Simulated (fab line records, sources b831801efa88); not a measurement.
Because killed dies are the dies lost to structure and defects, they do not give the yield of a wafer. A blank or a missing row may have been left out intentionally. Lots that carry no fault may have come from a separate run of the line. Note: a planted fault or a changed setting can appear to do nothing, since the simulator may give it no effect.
A struck lot beside a sound one / flow gf180mcu / 26 out of 602 route steps
Sound: wafers L261.1, L261.2, L261.3. Wafers L263.1, L263.4, L263.6 were the ones struck. The cause is given at the end.
Per side, at each step with rows, come the tool, then ch with its chambers, and then its first start. Under that, the readings that differ: sound wafers / struck wafers / difference of the means / sigmas: that difference in standard deviations of wafers without a fault.
alike: same words and numbers on both sides, and readings whose means sit less than 2 such deviations apart. not compared: any withheld reading, any reading some wafer has no value for, any bound like >300 that may hide the same value, and any number with overlapping values for which the record gives no deviation.
A row with sigmas, a row that says differs or no value, or rows on one side alone: a step with any of these is where the two part. Numbers that don't overlap but have no deviation are shown without sigmas and don't part them. Lack of a reading on every wafer of one side parts them only where that side has two or more wafers.

first, 5 steps without rows for these wafers: GF_HV_LDD_COAT_14 (resist thk 1000 nm); GF_HV_LDD_SOFTBAKE_15 (time 60 s); GF_HV_LDD_EXPOSE_16 (exposes mask Pplus LV AREA, target cd 400 nm); GF_HV_LDD_PEB_17; GF_HV_LDD_DEVELOP_18 (develop time 60 s).
GF_HV_LDD_CD_MEAS_19 targets a cd of 400 nm.
  sound: cd_sem-02 at day 14 06:50; struck: cd_sem-02 at day 14 20:44
  alike: cd_nm
GF_HV_LDD_OVL_MEAS_20:
  sound: overlay-02 at day 14 06:57; struck: overlay-02 at day 14 20:51
  alike: HV_LDD_01_OVL
then, 1 step without rows for these wafers: GF_HV_LDD_IMPLANT_21.
GF_HV_LDD_STRIP_22: strips in O2/N2.
  sound on plasma_asher-02 ch 0,1, day 14 07:08; struck on plasma_asher-02 ch 0,1, day 14 21:02
  alike: chamber_pressure_mTorr, drypump_motor_current_A, heater_power_w, oes_product_au, strip_time_to_endpoint_s
  not compared: rf_hours_counter_h
GF_HV_LDD_TW_MEAS_23:
  sound: film_metro-03 at day 14 07:14; struck: film_metro-03 at day 14 21:08
  alike: HV_LDD_2_TW
then, 2 steps without rows for these wafers: GF_HV_LDD_DEHYDRATE_24 (time 60 s); GF_HV_LDD_HMDS_25 (prime time 60 s).
GF_HV_LDD_COAT_26: resist thk 1000 nm.
  sound on litho_track-04 ch 0, day 14 17:09; struck on litho_track-01 ch 0, day 15 08:02
reading=spin_speed_rpm (rpm); sound=2999.6 2998.1 2997.9; struck=2891.2 2895.7 2893.5; difference=-105.1; sigmas=-55
reading=model.NOVOLAK_of_HV_LDD_COAT_26.thk_nm (nm); sound=1002 1002 1002; struck=1015 1015 1013; difference=+12; sigmas=
then, 3 steps without rows for these wafers: GF_HV_LDD_SOFTBAKE_27 (time 60 s); GF_HV_LDD_EXPOSE_28 (exposes mask Nplus HV AREA, target cd 400 nm); GF_HV_LDD_PEB_29.
GF_HV_LDD_DEVELOP_30: develop time 60 s.
  sound on litho_track-02 ch 0, day 15 04:02; struck on litho_track-02 ch 0, day 15 18:32
reading=model.NOVOLAK_of_HV_LDD_COAT_26.thk_nm (nm); sound=1001 1001 1002; struck=1015 1014 1012; difference=+12; sigmas=
GF_HV_LDD_CD_MEAS_31 targets a cd of 400 nm.
  sound: cd_sem-01 at day 15 04:11; struck: cd_sem-01 at day 15 18:41
  alike: cd_nm
GF_HV_LDD_OVL_MEAS_32:
  sound: overlay-02 at day 15 04:19; struck: overlay-01 at day 15 18:49
  alike: HV_LDD_02_OVL
then, 4 steps without rows for these wafers: GF_HV_LDD_IMPLANT_33; GF_HV_LDD_IMPLANT_34; GF_HV_LDD_IMPLANT_35; GF_HV_LDD_IMPLANT_36.
GF_HV_LDD_STRIP_37: strips in O2/N2.
  sound on plasma_asher-03 ch 0,1, day 15 04:56; struck on plasma_asher-04 ch 0,1, day 15 19:26
reading=strip_time_to_endpoint_s (s); sound=12.662 12.639 12.639; struck=12.805 12.799 12.766; difference=+0.143; sigmas=+5
  alike: chamber_pressure_mTorr, drypump_motor_current_A, heater_power_w, oes_product_au
  not compared: rf_hours_counter_h
GF_HV_LDD_TW_MEAS_38:
  sound: film_metro-01 at day 15 05:02; struck: film_metro-01 at day 15 19:32
  alike: HV_LDD_3_TW
then, 1 step without rows for these wafers: GF_PASSIVATION_PROBE_99.

== WHERE THEY PART ==
Last at GF_HV_LDD_STRIP_37 as far as this record goes, first at GF_HV_LDD_COAT_26. Later steps at which nothing parts them and some readings are alike: GF_HV_LDD_TW_MEAS_38.

WHY: whatever the simulator had introduced
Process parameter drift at GF_HV_LDD_COAT_26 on litho_track-01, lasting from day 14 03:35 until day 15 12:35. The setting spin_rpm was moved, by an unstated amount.
